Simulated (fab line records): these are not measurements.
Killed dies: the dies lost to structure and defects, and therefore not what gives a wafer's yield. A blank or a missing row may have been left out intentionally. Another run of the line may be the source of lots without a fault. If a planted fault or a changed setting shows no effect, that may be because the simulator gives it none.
The tool behind it: which one? | flow sky130 | 24 lots, 72 wafers sampled, at 3 steps of a route of 708

## WHAT EACH GAUGE READ, for each wafer
SKY_LI_CONTACT_BOW_MEAS_03.
lot  | measured     | on           | LI_CONTACT_BOW (um)
L074 | day 28 04:44 | filmMetro-04 | 59 60 63
L075 | day 28 17:07 | filmMetro-04 | 58 60 39
L076 | day 28 21:06 | filmMetro-04 | 61 61 74
L077 | day 29 12:59 | filmMetro-04 | 47 60 44
L079 | day 30 09:32 | filmMetro-04 | 52 51 57
L080 | day 30 10:05 | filmMetro-01 | 52 61 69
L078 | day 30 10:23 | filmMetro-04 | 61 52 56
L081 | day 30 12:53 | filmMetro-04 | 53 59 53
L082 | day 31 09:23 | filmMetro-03 | 50 66 57
L083 | day 31 12:32 | filmMetro-04 | 50 60 74
L085 | day 31 21:04 | filmMetro-01 | 51 53 59
L084 | day 32 01:17 | filmMetro-01 | 62 62 69
L086 | day 32 04:42 | filmMetro-04 | 46 54 50
L087 | day 32 15:54 | filmMetro-03 | 55 52 48
L088 | day 32 21:56 | filmMetro-04 | 53 50 60
L089 | day 33 07:50 | filmMetro-01 | 65 55 50
L090 | day 33 16:21 | filmMetro-01 | 41 54 55
L092 | day 34 07:58 | filmMetro-04 | 54 51 37
L091 | day 34 12:02 | filmMetro-03 | 58 55 58
L093 | day 34 13:05 | filmMetro-01 | 45 73 55
L094 | day 34 23:50 | filmMetro-04 | 56 65 47
L096 | day 35 07:12 | filmMetro-04 | 52 61 53
L095 | day 35 14:13 | filmMetro-04 | 54 52 46
L097 | day 36 04:11 | filmMetro-01 | 55 59 64

SKY_METAL2_RS_MEAS_05: measurement is done with a four-point probe.
lot  | measured     | on           | METAL2_ALCU_RS (ohm/sq)
L074 | day 34 09:00 | filmMetro-02 | 0.1278 0.1265 0.1259
L075 | day 34 18:44 | filmMetro-04 | 0.1266 0.1266 0.1254
L076 | day 34 23:10 | filmMetro-03 | 0.1283 0.1294 0.1278
L077 | day 35 14:03 | filmMetro-03 | 0.1286 0.1271 0.1275
L079 | day 36 10:13 | filmMetro-02 | 0.1300 0.1302 0.1300
L080 | day 36 10:27 | filmMetro-02 | 0.1269 0.1261 0.1244
L078 | day 36 10:48 | filmMetro-03 | 0.1285 0.1262 0.1274
L081 | day 36 13:13 | filmMetro-04 | 0.1280 0.1264 0.1268
L082 | day 37 08:59 | filmMetro-04 | 0.1270 0.1288 0.1266
L083 | day 37 12:14 | filmMetro-02 | 0.1238 0.1259 0.1259
L085 | day 37 17:59 | filmMetro-03 | 0.1308 0.1281 0.1297
L084 | day 37 23:34 | filmMetro-03 | 0.1282 0.1264 0.1280
L086 | day 38 03:26 | filmMetro-03 | 0.1283 0.1269 0.1270
L087 | day 38 13:23 | filmMetro-04 | 0.1286 0.1279 0.1268
L088 | day 38 19:08 | filmMetro-04 | 0.1258 0.1248 0.1272
L089 | day 39 04:22 | filmMetro-02 | 0.1260 0.1242 0.1237
L090 | day 39 10:34 | filmMetro-03 | 0.1270 0.1291 0.1269
L092 | day 40 02:46 | filmMetro-04 | 0.1241 0.1256 0.1238
L091 | day 40 06:01 | filmMetro-04 | 0.1250 0.1248 0.1254
L093 | day 40 07:37 | filmMetro-04 | 0.1263 0.1276 0.1261
L094 | day 40 17:01 | filmMetro-03 | 0.1247 0.1247 0.1241
L096 | day 40 23:58 | filmMetro-03 | 0.1278 0.1276 0.1281
L095 | day 41 05:57 | filmMetro-02 | 0.1249 0.1257 0.1256
L097 | day 41 18:56 | filmMetro-04 | 0.1254 0.1270 0.1258

## EACH LOT AND THE TOOL THAT RAN IT (in order: tool; ch and the chambers of the sampled wafers; start)
lot  | SKY_LOCAL_INTERCONNECT_STRIP_15
L074 | plasmaAsher-04 ch 0,1, day 30 14:49
L075 | plasmaAsher-04 ch 0,1, day 31 03:24
L076 | plasmaAsher-04 ch 0,1, day 31 07:01
L077 | plasmaAsher-04 ch 0,1, day 31 22:17
L079 | plasmaAsher-04 ch 0,1, day 32 19:19
L080 | plasmaAsher-03 ch 0,1, day 32 19:32
L078 | plasmaAsher-03 ch 1, day 32 20:07
L081 | plasmaAsher-04 ch 0,1, day 32 22:20
L082 | plasmaAsher-04 ch 0,1, day 33 17:40
L083 | plasmaAsher-01 ch 1, day 33 21:37
L085 | plasmaAsher-04 ch 0,1, day 34 05:05
L084 | plasmaAsher-01 ch 0,1, day 34 10:08
L086 | plasmaAsher-01 ch 0,1, day 34 13:28
L087 | plasmaAsher-04 ch 0,1, day 34 23:36
L088 | plasmaAsher-03 ch 0,1, day 35 05:40
L089 | plasmaAsher-03 ch 0,1, day 35 15:07
L090 | plasmaAsher-04 ch 0,1, day 35 23:16
L092 | plasmaAsher-01 ch 0,1, day 36 15:19
L091 | plasmaAsher-03 ch 0,1, day 36 18:52
L093 | plasmaAsher-01 ch 0,1, day 36 20:17
L094 | plasmaAsher-03 ch 0,1, day 37 07:20
L096 | plasmaAsher-03 ch 0,1, day 37 13:48
L095 | plasmaAsher-01 ch 0,1, day 37 20:22
L097 | plasmaAsher-03 ch 0,1, day 38 10:23
- SKY_LOCAL_INTERCONNECT_STRIP_15: strips in O2/N2.

## WHAT THE TOOLS THEMSELVES READ (means of the sampled wafers that have a number; where no wafer has one, the mark that the record gives instead)
SKY_LOCAL_INTERCONNECT_STRIP_15.
lot  | tool           | drypumpMotorCurrentA (A) | oesProductAu (a.u.) | stripTimeToEndpointS (s)
L074 | plasmaAsher-04 | 6.18                     | 0.426               | 4.744
L075 | plasmaAsher-04 | 6.13                     | 0.424               | 4.708
L076 | plasmaAsher-04 | 6.17                     | 0.424               | 4.715
L077 | plasmaAsher-04 | 6.19                     | 0.426               | 4.714
L079 | plasmaAsher-04 | 6.16                     | 0.426               | 4.700
L080 | plasmaAsher-03 | 6.28                     | 0.427               | 4.718
L078 | plasmaAsher-03 | 6.51                     | 0.426               | 4.757
L081 | plasmaAsher-04 | 6.13                     | 0.423               | 4.680
L082 | plasmaAsher-04 | 6.13                     | 0.424               | 4.717
L083 | plasmaAsher-01 | 5.90                     | 0.428               | 4.719
L085 | plasmaAsher-04 | 6.18                     | 0.425               | 4.703
L084 | plasmaAsher-01 | 5.98                     | 0.429               | 4.698
L086 | plasmaAsher-01 | 5.97                     | 0.426               | 4.713
L087 | plasmaAsher-04 | 6.18                     | 0.426               | 4.748
L088 | plasmaAsher-03 | 6.29                     | 0.430               | 4.715
L089 | plasmaAsher-03 | 6.02                     | 0.427               | 4.714
L090 | plasmaAsher-04 | 6.17                     | 0.430               | 4.737
L092 | plasmaAsher-01 | 6.08                     | 0.427               | 4.722
L091 | plasmaAsher-03 | 6.03                     | 0.425               | 4.727
L093 | plasmaAsher-01 | 5.98                     | 0.424               | 4.735
L094 | plasmaAsher-03 | 6.05                     | 0.427               | 4.742
L096 | plasmaAsher-03 | 6.26                     | 0.426               | 4.744
L095 | plasmaAsher-01 | 5.99                     | 0.432               | 4.737
L097 | plasmaAsher-03 | 6.28                     | 0.425               | 4.736

## THE ANSWER, worked out from the rows above alone
Rule: the usual values come from the lots themselves. The widest of any qualifying gaps counts: lots, ordered by their means at a reading, are off when they make up no more than a third of the lots, leave a main group of 4 or more, and stand apart from it by 3 or more times the standard deviation of that group's means. Not used: any main group whose means are identical at the precision the tables above print for the reading. A lot without any number at a reading at which 4 lots or more have one is off too. All remaining lots with rows at the step are treated as sound. The gauges are gone through in route order, then the tools' own readings, and for those a lot's mean is taken as printed above. At the first step where some lot is off, the reading lying furthest off is the one used; lots without a number count as furthest.
None of the lots is off at any reading shown; this tells nothing.

## WHAT WAS PUT IN BY THE SIMULATOR
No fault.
